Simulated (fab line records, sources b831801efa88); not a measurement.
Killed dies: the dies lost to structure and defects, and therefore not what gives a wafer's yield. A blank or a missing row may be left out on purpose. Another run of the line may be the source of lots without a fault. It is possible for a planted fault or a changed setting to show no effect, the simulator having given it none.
Chamber matching    flow sky130    SKY_LI_CONTACT_ETCH_15 on rie diel-03: 4 sister chambers
The step etches PSG in C4F8/O2/Ar, stops on Si, target depth 600 nm. 4 wafers are shown with their chamber, then 10 later ones without.

== WAFERS PAIRED WITH THEIR CHAMBERS ==
wafer   chamber  oes product au (a.u.)
L087.1  1        0.837
L087.3  0        0.843
L087.4  2        0.842
L087.5  3        0.841

== WAFERS WHOSE CHAMBER IS MISSING ==
wafer   oes product au (a.u.)
L087.6  0.837
L086.1  0.842
L086.4  0.842
L086.5  0.841
L090.3  0.840
L090.4  0.835
L090.5  0.834
L096.1  0.836
L096.4  0.844
L096.6  0.827

== THE CHAMBER EACH PASSED THROUGH ==
wafer   from the rows above                in truth
L087.6  can't be placed: 1 or 3 or 2 or 0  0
L086.1  can't be placed: 2 or 0 or 3 or 1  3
L086.4  can't be placed: 2 or 0 or 3 or 1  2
L086.5  can't be placed: 3 or 2 or 0 or 1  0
L090.3  can't be placed: 3 or 2 or 0 or 1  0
L090.4  can't be placed: 1 or 3 or 2 or 0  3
L090.5  can't be placed: 1 or 3 or 2 or 0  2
L096.1  can't be placed: 1 or 3 or 2 or 0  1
L096.4  can't be placed: 0 or 2 or 3 or 1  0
L096.6  can't be placed: 1 or 3 or 2 or 0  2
Correct placement for 0 of the 10. Unplaceable from these rows: 10, with the true chamber sitting among the candidates in 10. Number placed wrongly: 0.
How it was worked out, from the rows above alone: a wafer's distance from a chamber is the root of the sum, over the readings, of the square of ((its reading less the chamber's mean) divided by the reading's scatter). If the next closest chamber is less than 2 further off than the closest, the wafer can't be placed; otherwise it belongs to the closest. The mean given for a chamber averages the wafers shown for that chamber. The scatter: with one shown wafer a chamber, the root of the mean of the squares of how far each hidden wafer lies from its nearest shown one.
